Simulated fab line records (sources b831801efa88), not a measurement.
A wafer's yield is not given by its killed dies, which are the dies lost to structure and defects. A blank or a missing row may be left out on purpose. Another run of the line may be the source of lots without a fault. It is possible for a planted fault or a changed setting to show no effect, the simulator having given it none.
fab line records / flow sky130
record: lots: 4 wafers: 12 last_day: 50
route steps=708 shown GATE_OXIDE@192 POLY_GATE@204 RES_PROTECT@206
lots that met no fault: taken from a fault-free run of the same line
start_h: hours from the record's opening day to when the first of the lot's shown wafers began / wait_h: hours elapsed since this lot's preceding step / " unchanged from the row above / L1.1+2: a single row standing in for several wafers / - value missing, or start not given / * or withheld: withheld / < > ~ a bound
route shown NAME@n: names a module that has steps shown in the file, with the first one's number in the route / usual: mean and standard deviation over wafers with no fault / same: alike in all rows / chamber/n: place in a boat / sites: readings site by site / _std_site: the standard deviation of these / _edge_site: outer sites' mean less inner sites' / radius_mm: for every site, how far away it sits from the centre of the wafer / mask NAME#n: copy n / behind: the last tool/chamber to shape the wafer / hold: reason for holding the lot/hours on hold/outcome of the hold / device: transistor that didn't switch, given as n, p or np / end of line: tests run on the same wafers once the route is complete / a step with no rows: only its recipe / killed: at the first sort, the dies lost to defects and structure; wafer yield is something else / map: a wafer's dies, marking killed ones x, the rest . and places with no die _
set.NAME: the setting that was run; set.NAME@STEP: the one run at that earlier step / model.NAME: the simulator's own value behind a step, which no gauge read
lots at some steps of the route; a table a step, a row a wafer
services: from which hour (start_h, from the record's first day; less than 0 if before it) a tool's chamber was out of use, for how many hours, and why
== steps ==
step: SKY_GATE_OXIDE_COAT_05
recipe: resist: NOVOLAK spin_rpm: 3000 resist_thk_nm: 1140
step: SKY_GATE_OXIDE_SOFTBAKE_06
recipe: temp_c: 90 time_s: 58.68 resist: NOVOLAK
step: SKY_GATE_OXIDE_EXPOSE_07
recipe: mask_id: LVOM na: 0.6 source_shape: conventional sigma_outer: 0.6 polarization: unpolarized target_cd_nm: 600 dose_mj: 170
step: SKY_GATE_OXIDE_PEB_08
recipe: temp_c: withheld time_s: * resist: NOVOLAK
step: SKY_GATE_OXIDE_DEVELOP_09
recipe: resist: NOVOLAK developer: TMAH develop_time_s: 60 dev_temp_c: 23
step: SKY_GATE_OXIDE_IMPLANT_11
recipe: species: B energy_kev: 10 dose_cm2: 2.6e+12 tilt_deg: withheld
step: SKY_GATE_OXIDE_WET_ETCH_12
recipe: chemistry: dHF target_depth_nm: 16.8 dry: n2_spin target: SiO2 dilution: 100:1 temp_c: 25 time_s: 336
step: SKY_GATE_OXIDE_STRIP_13
recipe: chemistry: O2/N2 power_w: 1400 pressure_mtorr: 1500 platen_temp_c: withheld o2_flow_sccm: 3000 n2_flow_sccm: 300 overash_fraction: 0.5
step: SKY_GATE_OXIDE_CLEAN_15
recipe: chemistry: SC1/SC2 mix: 1:4:20 temp_c: 70 time_s: 150 dry: n2_spin
step: SKY_GATE_OXIDE_OXIDATION_16
recipe: temp_c: 800 ambient: O2 idle_temp_c: 700 ramp_up_c_per_min: 10 ramp_down_c_per_min: 3 stabilise_s: 600 purge_s: 300 target_thk_a: 35.7 ox_time_s: 1915
step: SKY_POLY_GATE_CVD_00
recipe: material: poly-Si target_thk_nm: 180 temp_c: 620 time_s: 720 pressure_mtorr: 200
usual: spike_tc_bottom_C: 639.1/1.5 spike_tc_centre_C: 620.3/0.9 spike_tc_lower_C: 620.5/1.3 spike_tc_top_C: 638.0/1.7 spike_tc_upper_C: 621.4/1.4 susceptor_temp_C: 619.99/0.26 zone_power_bottom_pct: 12.4/0.54
lot.wafer=L445.2 tool=lpcvd-01 chamber=1 start_h=453.22 wait_h=0.0 spike_tc_bottom_C=609.2 spike_tc_centre_C=591.0 spike_tc_lower_C=589.0 spike_tc_top_C=607.6 spike_tc_upper_C=590.6 susceptor_temp_C=590.12 zone_power_bottom_pct=12.0 model.poly-Si_of_POLY_GATE_CVD_00.thk_nm=86.43
lot.wafer=L445.3 tool=lpcvd-01 chamber=1 start_h=453.22 wait_h=0.0 spike_tc_bottom_C=608.8 spike_tc_centre_C=590.1 spike_tc_lower_C=590.2 spike_tc_top_C=608.8 spike_tc_upper_C=590.5 susceptor_temp_C=590.41 zone_power_bottom_pct=11.5 model.poly-Si_of_POLY_GATE_CVD_00.thk_nm=85.81
lot.wafer=L445.5 tool=lpcvd-01 chamber=1 start_h=453.22 wait_h=0.0 spike_tc_bottom_C=608.3 spike_tc_centre_C=591.0 spike_tc_lower_C=589.6 spike_tc_top_C=606.8 spike_tc_upper_C=591.5 susceptor_temp_C=590.19 zone_power_bottom_pct=11.7 model.poly-Si_of_POLY_GATE_CVD_00.thk_nm=86.78
lot.wafer=L446.2 tool=lpcvd-01 chamber=1 start_h=454.42 wait_h=1.1 spike_tc_bottom_C=609.9 spike_tc_centre_C=590.3 spike_tc_lower_C=590.2 spike_tc_top_C=608.2 spike_tc_upper_C=589.3 susceptor_temp_C=590.22 zone_power_bottom_pct=11.7 model.poly-Si_of_POLY_GATE_CVD_00.thk_nm=88.04
lot.wafer=L446.3 tool=lpcvd-01 chamber=1 start_h=454.42 wait_h=1.1 spike_tc_bottom_C=609.3 spike_tc_centre_C=591.8 spike_tc_lower_C=590.0 spike_tc_top_C=606.8 spike_tc_upper_C=591.2 susceptor_temp_C=589.87 zone_power_bottom_pct=11.9 model.poly-Si_of_POLY_GATE_CVD_00.thk_nm=89.26
lot.wafer=L446.4 tool=lpcvd-01 chamber=1 start_h=454.42 wait_h=1.1 spike_tc_bottom_C=607.4 spike_tc_centre_C=592.5 spike_tc_lower_C=589.4 spike_tc_top_C=608.9 spike_tc_upper_C=592.6 susceptor_temp_C=589.76 zone_power_bottom_pct=11.9 model.poly-Si_of_POLY_GATE_CVD_00.thk_nm=89.72
lot.wafer=L449.3 tool=lpcvd-01 chamber=0 start_h=477.96 wait_h=0.0 spike_tc_bottom_C=641.2 spike_tc_centre_C=619.6 spike_tc_lower_C=621.5 spike_tc_top_C=641.3 spike_tc_upper_C=621.8 susceptor_temp_C=619.97 zone_power_bottom_pct=11.9 model.poly-Si_of_POLY_GATE_CVD_00.thk_nm=179.7
lot.wafer=L449.4 tool=lpcvd-01 chamber=0 start_h=477.96 wait_h=0.0 spike_tc_bottom_C=640.2 spike_tc_centre_C=619.6 spike_tc_lower_C=622.0 spike_tc_top_C=638.2 spike_tc_upper_C=622.5 susceptor_temp_C=620.27 zone_power_bottom_pct=11.9 model.poly-Si_of_POLY_GATE_CVD_00.thk_nm=179.2
lot.wafer=L449.6 tool=lpcvd-01 chamber=0 start_h=477.96 wait_h=0.0 spike_tc_bottom_C=639.6 spike_tc_centre_C=621.2 spike_tc_lower_C=622.1 spike_tc_top_C=641.1 spike_tc_upper_C=622.4 susceptor_temp_C=620.44 zone_power_bottom_pct=11.9 model.poly-Si_of_POLY_GATE_CVD_00.thk_nm=178.6
lot.wafer=L450.1 tool=lpcvd-01 chamber=0 start_h=487.92 wait_h=0.0 spike_tc_bottom_C=639.9 spike_tc_centre_C=619.1 spike_tc_lower_C=622.8 spike_tc_top_C=639.0 spike_tc_upper_C=622.0 susceptor_temp_C=620.09 zone_power_bottom_pct=11.9 model.poly-Si_of_POLY_GATE_CVD_00.thk_nm=181.8
lot.wafer=L450.2 tool=lpcvd-01 chamber=0 start_h=487.92 wait_h=0.0 spike_tc_bottom_C=639.0 spike_tc_centre_C=620.6 spike_tc_lower_C=621.8 spike_tc_top_C=639.5 spike_tc_upper_C=622.9 susceptor_temp_C=619.77 zone_power_bottom_pct=11.9 model.poly-Si_of_POLY_GATE_CVD_00.thk_nm=180.4
lot.wafer=L450.5 tool=lpcvd-01 chamber=0 start_h=487.92 wait_h=0.0 spike_tc_bottom_C=640.8 spike_tc_centre_C=620.3 spike_tc_lower_C=622.1 spike_tc_top_C=637.3 spike_tc_upper_C=623.0 susceptor_temp_C=620.23 zone_power_bottom_pct=12.0 model.poly-Si_of_POLY_GATE_CVD_00.thk_nm=180.7
step: SKY_POLY_GATE_THK_MEAS_01
recipe: reads: poly-Si_of_POLY_GATE_CVD_00
usual: POLY_GATE_CVD_00_THK: 180.3/1.6
lot.wafer=L445.2 tool=film_metro-01 chamber=- start_h=454.43 wait_h=0.0 POLY_GATE_CVD_00_THK[nm]=86.4
lot.wafer=L445.3 tool=film_metro-01 chamber=- start_h=454.43 wait_h=0.0 POLY_GATE_CVD_00_THK[nm]=85.8
lot.wafer=L445.5 tool=film_metro-01 chamber=- start_h=454.43 wait_h=0.0 POLY_GATE_CVD_00_THK[nm]=86.8
lot.wafer=L446.2 tool=film_metro-03 chamber=- start_h=455.63 wait_h=0.0 POLY_GATE_CVD_00_THK[nm]=88.1
lot.wafer=L446.3 tool=film_metro-03 chamber=- start_h=455.63 wait_h=0.0 POLY_GATE_CVD_00_THK[nm]=89.3
lot.wafer=L446.4 tool=film_metro-03 chamber=- start_h=455.63 wait_h=0.0 POLY_GATE_CVD_00_THK[nm]=89.8
lot.wafer=L449.3 tool=film_metro-02 chamber=- start_h=479.18 wait_h=0.0 POLY_GATE_CVD_00_THK[nm]=179.7
lot.wafer=L449.4 tool=film_metro-02 chamber=- start_h=479.18 wait_h=0.0 POLY_GATE_CVD_00_THK[nm]=179.2
lot.wafer=L449.6 tool=film_metro-02 chamber=- start_h=479.18 wait_h=0.0 POLY_GATE_CVD_00_THK[nm]=178.7
lot.wafer=L450.1 tool=film_metro-01 chamber=- start_h=489.12 wait_h=0.0 POLY_GATE_CVD_00_THK[nm]=181.9
lot.wafer=L450.2 tool=film_metro-01 chamber=- start_h=489.12 wait_h=0.0 POLY_GATE_CVD_00_THK[nm]=180.4
lot.wafer=L450.5 tool=film_metro-01 chamber=- start_h=489.12 wait_h=0.0 POLY_GATE_CVD_00_THK[nm]=180.8
step: SKY_RES_PROTECT_DEHYDRATE_00
recipe: temp_c: 200 time_s: 60
step: SKY_RES_PROTECT_HMDS_01
recipe: prime_time_s: 60 prime_temp_c: 120
step: SKY_RES_PROTECT_COAT_02
recipe: resist: NOVOLAK spin_rpm: 3000 resist_thk_nm: 1140
step: SKY_RES_PROTECT_SOFTBAKE_03
recipe: temp_c: 90 time_s: 60 resist: NOVOLAK
step: SKY_RES_PROTECT_EXPOSE_04
recipe: mask_id: RPM na: 0.6 source_shape: conventional sigma_outer: 0.6 polarization: unpolarized target_cd_nm: 1270 dose_mj: 131
step: SKY_RES_PROTECT_PEB_05
recipe: temp_c: withheld time_s: * resist: NOVOLAK
step: SKY_RES_PROTECT_DEVELOP_06
recipe: resist: NOVOLAK developer: TMAH develop_time_s: 60 dev_temp_c: 23
step: SKY_POLY_GATE_IMPLANT_02
recipe: species: P energy_kev: 30 dose_cm2: 7.812e+15 tilt_deg: 0
step: SKY_RES_PROTECT_STRIP_07
recipe: chemistry: O2/N2 power_w: 1400 pressure_mtorr: 1500 platen_temp_c: withheld o2_flow_sccm: 3000 n2_flow_sccm: 300 overash_fraction: 0.5
step: SKY_RES_PROTECT_CLEAN_09
recipe: chemistry: SC1/SC2 mix: 1:4:20 temp_c: 70 time_s: 150 dry: n2_spin
lot.wafer=L445.2 tool=wet_bench-03 chamber=1 start_h=484.40 wait_h=0.0 model.poly-Si_of_POLY_GATE_CVD_00.thk_nm=85.8
lot.wafer=L445.3 tool=wet_bench-03 chamber=1 start_h=484.40 wait_h=0.0 model.poly-Si_of_POLY_GATE_CVD_00.thk_nm=85.18
lot.wafer=L445.5 tool=wet_bench-03 chamber=1 start_h=484.40 wait_h=0.0 model.poly-Si_of_POLY_GATE_CVD_00.thk_nm=86.15
lot.wafer=L446.2 tool=wet_bench-01 chamber=1 start_h=486.67 wait_h=0.0 model.poly-Si_of_POLY_GATE_CVD_00.thk_nm=87.41
lot.wafer=L446.3 tool=wet_bench-01 chamber=1 start_h=486.67 wait_h=0.0 model.poly-Si_of_POLY_GATE_CVD_00.thk_nm=88.63
lot.wafer=L446.4 tool=wet_bench-01 chamber=1 start_h=486.67 wait_h=0.0 model.poly-Si_of_POLY_GATE_CVD_00.thk_nm=89.09
lot.wafer=L449.3 tool=wet_bench-04 chamber=1 start_h=510.35 wait_h=0.0 model.poly-Si_of_POLY_GATE_CVD_00.thk_nm=179.1
lot.wafer=L449.4 tool=wet_bench-04 chamber=1 start_h=510.35 wait_h=0.0 model.poly-Si_of_POLY_GATE_CVD_00.thk_nm=178.5
lot.wafer=L449.6 tool=wet_bench-04 chamber=1 start_h=510.35 wait_h=0.0 model.poly-Si_of_POLY_GATE_CVD_00.thk_nm=178
lot.wafer=L450.1 tool=wet_bench-03 chamber=0 start_h=519.75 wait_h=0.1 model.poly-Si_of_POLY_GATE_CVD_00.thk_nm=181.2
lot.wafer=L450.2 tool=wet_bench-03 chamber=0 start_h=519.75 wait_h=0.1 model.poly-Si_of_POLY_GATE_CVD_00.thk_nm=179.8
lot.wafer=L450.5 tool=wet_bench-03 chamber=0 start_h=519.75 wait_h=0.1 model.poly-Si_of_POLY_GATE_CVD_00.thk_nm=180.1
step: SKY_POLY_GATE_CVD_03
recipe: material: Si3N4 precursor: DCS/NH3 target_thk_nm: 75 temp_c: 770 time_s: 1290 pressure_mtorr: 250
step: SKY_POLY_GATE_DEHYDRATE_05
recipe: temp_c: 200 time_s: 60
step: SKY_POLY_GATE_HMDS_06
recipe: prime_time_s: 60 prime_temp_c: 120
step: SKY_POLY_GATE_COAT_07
recipe: resist: BARC temp_c: withheld time_s: withheld spin_rpm: 3000 resist_thk_nm: 110
step: SKY_POLY_GATE_COAT_08
recipe: resist: KrF-thick spin_rpm: 3000 resist_thk_nm: 450
step: SKY_POLY_GATE_SOFTBAKE_09
recipe: temp_c: 100 time_s: 90 resist: KrF-thick
step: SKY_POLY_GATE_EXPOSE_10
recipe: mask_id: P1M na: 0.68 source_shape: conventional sigma_outer: 0.6 target_cd_nm: 150 dose_mj: 28
step: SKY_POLY_GATE_PEB_11
recipe: peb_temp_c: withheld peb_time_s: withheld resist: KrF-thick
step: SKY_POLY_GATE_DEVELOP_12
recipe: develop_time_s: 60 resist: KrF-thick dev_temp_c: 21
step: SKY_POLY_GATE_ETCH_15
recipe: chemistry: N2/H2 target: BARC ion_energy_ev: 200 source_w: 500 bias_w: 100 pressure_mtorr: 30 n2_flow_sccm: 100 h2_flow_sccm: 200 stop_on: SiO2 time_s: 118.5 target_depth_a: 1100
step: SKY_POLY_GATE_ETCH_16
recipe: stop_on: poly-Si chemistry: CH3F/O2 target: Si3N4 source_w: 400 bias_w: 80 pressure_mtorr: 25 ch3f_flow_sccm: 40 O2_flow_sccm: 30 time_s: 147.5 target_depth_a: 750
step: SKY_POLY_GATE_ETCH_17
recipe: target_depth_nm: 180 stop_on: SiO2 over_etch_frac: 0.56667 chemistry: HBr/Cl2 target: poly-Si icp_w: 400 bias_w: 100 pressure_mtorr: 10 HBr_flow_sccm: 150 Cl2_flow_sccm: 50 time_s: 70.5
usual: drypump_motor_current_A: 6.0/0.58 oes_product_au: 0.983/0.0079 throttle_valve_pct: 33.685/0.01
lot.wafer=L445.2 tool=rie_si-02 chamber=2 start_h=516.82 wait_h=0.0 drypump_motor_current_A=6.1 oes_product_au=0.608 rf_hours_counter_h=1 throttle_valve_pct=33.700 model.POLY_GATE.feature_depth_nm=85.8 model.etch.depth_nm=85.8
lot.wafer=L445.3 tool=rie_si-02 chamber=1 start_h=516.82 wait_h=0.0 drypump_motor_current_A=5.7 oes_product_au=0.609 rf_hours_counter_h=43 throttle_valve_pct=33.684 model.POLY_GATE.feature_depth_nm=85.18 model.etch.depth_nm=85.18
lot.wafer=L445.5 tool=rie_si-02 chamber=2 start_h=516.82 wait_h=0.0 drypump_motor_current_A=6.1 oes_product_au=0.611 rf_hours_counter_h=- throttle_valve_pct=33.679 model.POLY_GATE.feature_depth_nm=86.15 model.etch.depth_nm=86.15
lot.wafer=L446.2 tool=rie_si-01 chamber=2 start_h=518.84 wait_h=0.0 drypump_motor_current_A=6.4 oes_product_au=0.623 rf_hours_counter_h=1 throttle_valve_pct=33.670 model.POLY_GATE.feature_depth_nm=87.41 model.etch.depth_nm=87.41
lot.wafer=L446.3 tool=rie_si-01 chamber=0 start_h=518.84 wait_h=0.0 drypump_motor_current_A=6.5 oes_product_au=0.619 rf_hours_counter_h=2 throttle_valve_pct=33.694 model.POLY_GATE.feature_depth_nm=88.63 model.etch.depth_nm=88.63
lot.wafer=L446.4 tool=rie_si-01 chamber=3 start_h=518.84 wait_h=0.0 drypump_motor_current_A=6.1 oes_product_au=0.635 rf_hours_counter_h=4 throttle_valve_pct=33.671 model.POLY_GATE.feature_depth_nm=89.09 model.etch.depth_nm=89.09
lot.wafer=L449.3 tool=rie_si-02 chamber=0 start_h=542.77 wait_h=0.0 drypump_motor_current_A=6.7 oes_product_au=0.984 rf_hours_counter_h=3 throttle_valve_pct=33.697 model.POLY_GATE.feature_depth_nm=179.1 model.etch.depth_nm=179.1
lot.wafer=L449.4 tool=rie_si-02 chamber=2 start_h=542.77 wait_h=0.0 drypump_motor_current_A=6.1 oes_product_au=0.983 rf_hours_counter_h=1 throttle_valve_pct=33.667 model.POLY_GATE.feature_depth_nm=178.5 model.etch.depth_nm=178.5
lot.wafer=L449.6 tool=rie_si-02 chamber=1 start_h=542.77 wait_h=0.0 drypump_motor_current_A=5.7 oes_product_au=0.987 rf_hours_counter_h=- throttle_valve_pct=33.681 model.POLY_GATE.feature_depth_nm=178 model.etch.depth_nm=178
lot.wafer=L450.1 tool=rie_si-01 chamber=1 start_h=551.52 wait_h=0.0 drypump_motor_current_A=4.9 oes_product_au=0.981 rf_hours_counter_h=0 throttle_valve_pct=33.689 model.POLY_GATE.feature_depth_nm=177.1 model.etch.depth_nm=177.1
lot.wafer=L450.2 tool=rie_si-01 chamber=0 start_h=551.52 wait_h=0.0 drypump_motor_current_A=6.4 oes_product_au=0.986 rf_hours_counter_h=2 throttle_valve_pct=33.691 model.POLY_GATE.feature_depth_nm=177.6 model.etch.depth_nm=177.6
lot.wafer=L450.5 tool=rie_si-01 chamber=0 start_h=551.52 wait_h=0.0 drypump_motor_current_A=6.4 oes_product_au=0.994 rf_hours_counter_h=- throttle_valve_pct=33.680 model.POLY_GATE.feature_depth_nm=180.1 model.etch.depth_nm=180.1
step: SKY_POLY_GATE_STRIP_18
recipe: chemistry: O2/N2 power_w: 1400 pressure_mtorr: 1500 platen_temp_c: withheld o2_flow_sccm: 3000 n2_flow_sccm: 300 overash_fraction: 0.5
== services ==
tool=rie_si-01 chamber=1 start_h=478.79 hours=- kind=clean
tool=rie_si-01 chamber=1 start_h=478.79 hours=27.3 kind=scheduled_down
tool=rie_si-01 chamber=1 start_h=478.79 hours=27.3 kind=vent_cycle
tool=wet_bench-01 chamber=- start_h=512.73 hours=7.6 kind=repair
tool=rie_si-01 chamber=1 start_h=533.03 hours=7.0 kind=repair
== key ==
first_sign: step: SKY_POLY_GATE_CVD_00 reading: susceptor_temp_C direction: down sigmas: 99+ usual: * struck: *
effect: step: SKY_POLY_GATE_CVD_00 reading: spike_tc_centre_C direction: down sigmas: 32 usual: 620.3 struck: 591.1
effect: step: SKY_POLY_GATE_THK_MEAS_01 reading: POLY_GATE_CVD_00_THK direction: down sigmas: 59 usual: 180.3 struck: 87.7
effect: step: SKY_POLY_GATE_ETCH_17 reading: oes_product_au direction: down sigmas: 46 usual: 0.983 struck: 0.617
model_effect: step: SKY_POLY_GATE_CVD_00 value: poly-Si_of_POLY_GATE_CVD_00.thk_nm without: 179.9 struck: 87.67
model_effect: step: SKY_RES_PROTECT_CLEAN_09 value: poly-Si_of_POLY_GATE_CVD_00.thk_nm without: 179.3 struck: 87.04
model_effect: step: SKY_POLY_GATE_ETCH_17 value: POLY_GATE.feature_depth_nm without: 179 struck: 87.04
met_at SKY_POLY_GATE_CVD_00
struck_wafers L445.2,L445.3,L445.5,L446.2,L446.3,L446.4
tester_left_out L445,L446
fault: kind: process_parameter_drift tool: lpcvd-01 chamber: 1 onset_h: 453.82 steps: SKY_POLY_GATE_CVD_00 channel: temp_c offset: * shape: step end_h: 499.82 stated: *
tester_left_out: of these lots the tester's yield and bins aren't shown, on N5 and GAA mostly nor the transistor test; their killed dies are dies lost to structure and defects alone, not to doping, threshold or leakage, so they don't give the yield
